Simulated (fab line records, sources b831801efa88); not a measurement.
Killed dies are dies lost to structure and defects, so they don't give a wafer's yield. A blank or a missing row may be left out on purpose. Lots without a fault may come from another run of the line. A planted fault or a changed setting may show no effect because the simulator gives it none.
Which tool did it? | flow sky130 | 12 lots, 36 wafers sampled, at 4 steps of a route of 708

WHAT THE GAUGES READ, wafer by wafer
SKY_CAP2M_OVL_MEAS_12.
lot  | measured     | on         | CAP2M_OVL (nm)
L074 | day 41 06:25 | overlay-01 | -1.2 -2.1 -2.1
L077 | day 41 17:34 | overlay-01 | 0.4 0.2 -0.7
L079 | day 43 07:55 | overlay-02 | 1.2 -1.2 0.6
L080 | day 43 12:26 | overlay-02 | -3.4 -3.7 -4.2
L083 | day 44 13:10 | overlay-02 | -0.3 -0.4 -0.5
L086 | day 45 02:49 | overlay-01 | 0.4 -2.4 -1.8
L087 | day 45 13:59 | overlay-02 | -2.9 -5.4 -2.6
L090 | day 45 21:57 | overlay-02 | -1.7 -2.0 -3.6
L092 | day 46 02:10 | overlay-01 | -3.6 -3.5 -3.8
L094 | day 46 11:11 | overlay-02 | -3.0 -1.5 -2.2
L096 | day 46 17:56 | overlay-02 | -1.3 -3.5 -2.8
L097 | day 47 02:37 | overlay-02 | -3.0 -3.3 -2.3

WHICH TOOL RAN EACH LOT (tool, then ch and the chambers of the sampled wafers, then the start)
lot  | SKY_METAL1_SPUTTER_00        | SKY_METAL1_SPUTTER_03        | SKY_VIA2_CVD_21
L074 | pvd_sputter-03, day 32 04:25 | pvd_sputter-03, day 32 04:29 | cvd_w-02 ch 0,1, day 36 19:41
L077 | pvd_sputter-03, day 32 14:22 | pvd_sputter-03, day 32 14:26 | cvd_w-02 ch 0, day 37 08:14
L079 | pvd_sputter-01, day 34 11:52 | pvd_sputter-01, day 34 11:56 | cvd_w-02 ch 1, day 39 03:45
L080 | pvd_sputter-01, day 34 16:51 | pvd_sputter-01, day 34 16:55 | cvd_w-01 ch 0,1, day 39 07:46
L083 | pvd_sputter-01, day 35 23:05 | pvd_sputter-01, day 35 23:10 | cvd_w-01 ch 0,1, day 40 12:24
L086 | pvd_sputter-01, day 36 15:13 | pvd_sputter-01, day 36 15:17 | cvd_w-01 ch 0,1, day 41 02:26
L087 | pvd_sputter-02, day 37 01:40 | pvd_sputter-02, day 37 01:44 | cvd_w-02 ch 0,1, day 41 13:44
L090 | pvd_sputter-01, day 37 12:36 | pvd_sputter-01, day 37 12:40 | cvd_w-02 ch 0,1, day 41 22:42
L092 | pvd_sputter-01, day 37 21:19 | pvd_sputter-01, day 37 21:23 | cvd_w-02 ch 0,1, day 42 04:08
L094 | pvd_sputter-01, day 38 07:08 | pvd_sputter-01, day 38 07:13 | cvd_w-01 ch 0,1, day 42 15:20
L096 | pvd_sputter-02, day 38 15:38 | pvd_sputter-02, day 38 15:42 | cvd_w-02 ch 0,1, day 42 21:34
L097 | pvd_sputter-02, day 39 02:06 | pvd_sputter-02, day 39 02:10 | cvd_w-01 ch 0,1, day 43 06:42
- SKY_METAL1_SPUTTER_00: material Ti, target thk 15 nm, time 10 s.
- SKY_METAL1_SPUTTER_03: material Ti, target thk 5 nm, time 3.3 s.
- SKY_VIA2_CVD_21: deposits W, target thk 420 nm, time 126.4 s.

THE ANSWER, worked out from the rows above alone
Rule: what is usual is taken from the lots themselves. Put in order of their means at a reading, lots are off if they are a third of the lots or fewer, leave a main group of 4 or more, and stand apart from it by a gap of 3 or more times the standard deviation of the main group's means; of several such gaps the widest counts. A main group whose means are all the same, to the digits that the tables above print for the reading, isn't used. A lot without any number at a reading at which 4 lots or more have one is off too. The other lots that the step has rows for count as sound.
No lot is off at any reading shown: from this, nothing can be told.

WHAT THE SIMULATOR HAD PUT IN
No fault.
